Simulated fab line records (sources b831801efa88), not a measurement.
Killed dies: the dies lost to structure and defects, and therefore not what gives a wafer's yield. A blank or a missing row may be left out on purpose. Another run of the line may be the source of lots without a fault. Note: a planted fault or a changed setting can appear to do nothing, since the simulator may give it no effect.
Comparing a struck lot with a sound one -- flow sky130 -- 15 out of 708 route steps
Sound: wafers L741.3, L741.5, L741.6. Struck: wafers L753.1, L753.4, L753.5. The cause is named last.
Order at every step that has rows: each side's tool, ch and its chambers, its first start. Under that, the readings that differ: sound wafers -- struck wafers -- difference of the means -- sigmas: that difference in standard deviations of wafers without a fault.
alike: readings with means less than 2 such deviations apart, plus words and numbers identical on both sides. not compared: withheld readings, readings lacking a value on some wafer, bounds such as >300 that could conceal the same value, and numbers that have no deviation in the record and whose values overlap.
A row with sigmas, a row that says differs or no value, or rows on one side alone: a step with any of these is where the two part. When numbers do not overlap yet have no deviation, they are printed without sigmas and do not part them. Lack of a reading on every wafer of one side parts them only where that side has two or more wafers.

first, 8 steps without rows for these wafers: SKY_CONTACT_DEHYDRATE_06 (time 60 s); SKY_CONTACT_HMDS_07 (prime time 60 s); SKY_CONTACT_COAT_08 (resist thk 60 nm); SKY_CONTACT_COAT_09 (resist thk 450 nm); SKY_CONTACT_SOFTBAKE_10 (time 90 s); SKY_CONTACT_EXPOSE_11 (exposes mask CTM1, target cd 170 nm); SKY_CONTACT_PEB_12; SKY_CONTACT_DEVELOP_13 (develop time 60 s).
SKY_CONTACT_CD_MEAS_14 targets a cd of 170 nm.
  sound on cd_sem-02 at day 32 00:21; struck on cd_sem-01 at day 37 15:06
  alike: cd_nm
SKY_CONTACT_OVL_MEAS_15:
  sound on overlay-02 at day 32 00:26; struck on overlay-01 at day 37 15:13
  alike: CONTACT_OVL
SKY_CONTACT_ETCH_16: etches BARC in N2/H2, stops on SiO2, time 45.9 s, target depth 60 nm.
  sound on rie_diel-04 ch 1,2, day 32 00:28; struck on rie_diel-04 ch 1,2, day 37 15:16
  alike: bias_w, drypump_motor_current_A, oes_product_au, rf_fwd_power_W, throttle_valve_pct
  not compared: rf_hours_counter_h
SKY_CONTACT_ETCH_17: etches SiO2 in C4F8/O2/Ar, stops on Si3N4, target depth 340 nm.
  sound on rie_diel-04 ch 1,2, day 32 00:31; struck on rie_diel-04 ch 1,2, day 37 15:18
  alike: bias_w, oes_product_au, rf_fwd_power_W
SKY_CONTACT_ETCH_18: etches Si3N4 in CHF3/O2, stops on TiN, time 39 s, target depth 75 nm.
  sound on rie_diel-04 ch 1,2, day 32 00:00; struck on rie_diel-04 ch 1,2, day 37 15:00
reading,sound,struck,difference,sigmas
model.KrF-thick_of_CONTACT_COAT_09.thk_nm (nm),239.3 244.6 241.7,259.5 255.5 255.9,+15.1,
  alike: bias_w, drypump_motor_current_A, oes_product_au, rf_fwd_power_W, throttle_valve_pct
  not compared: rf_hours_counter_h
SKY_CONTACT_STRIP_19: strips in O2/N2.
  sound on plasma_asher-03 ch 0,1, day 32 00:38; struck on plasma_asher-01 ch 0,1, day 37 15:23
reading,sound,struck,difference,sigmas
strip_time_to_endpoint_s (s),3.583 3.630 3.622,3.786 3.731 3.758,+0.147,+6
  alike: drypump_motor_current_A, o2_flow_sccm, oes_product_au
  not compared: rf_hours_counter_h
then, 1 step without rows for these wafers: SKY_CONTACT_STRIP_20 (strips in post etch residue remover, time 1200 s).

== WHERE THEY PART ==
Within this record, at SKY_CONTACT_STRIP_19 only.

WHY: what had been put in by the simulator
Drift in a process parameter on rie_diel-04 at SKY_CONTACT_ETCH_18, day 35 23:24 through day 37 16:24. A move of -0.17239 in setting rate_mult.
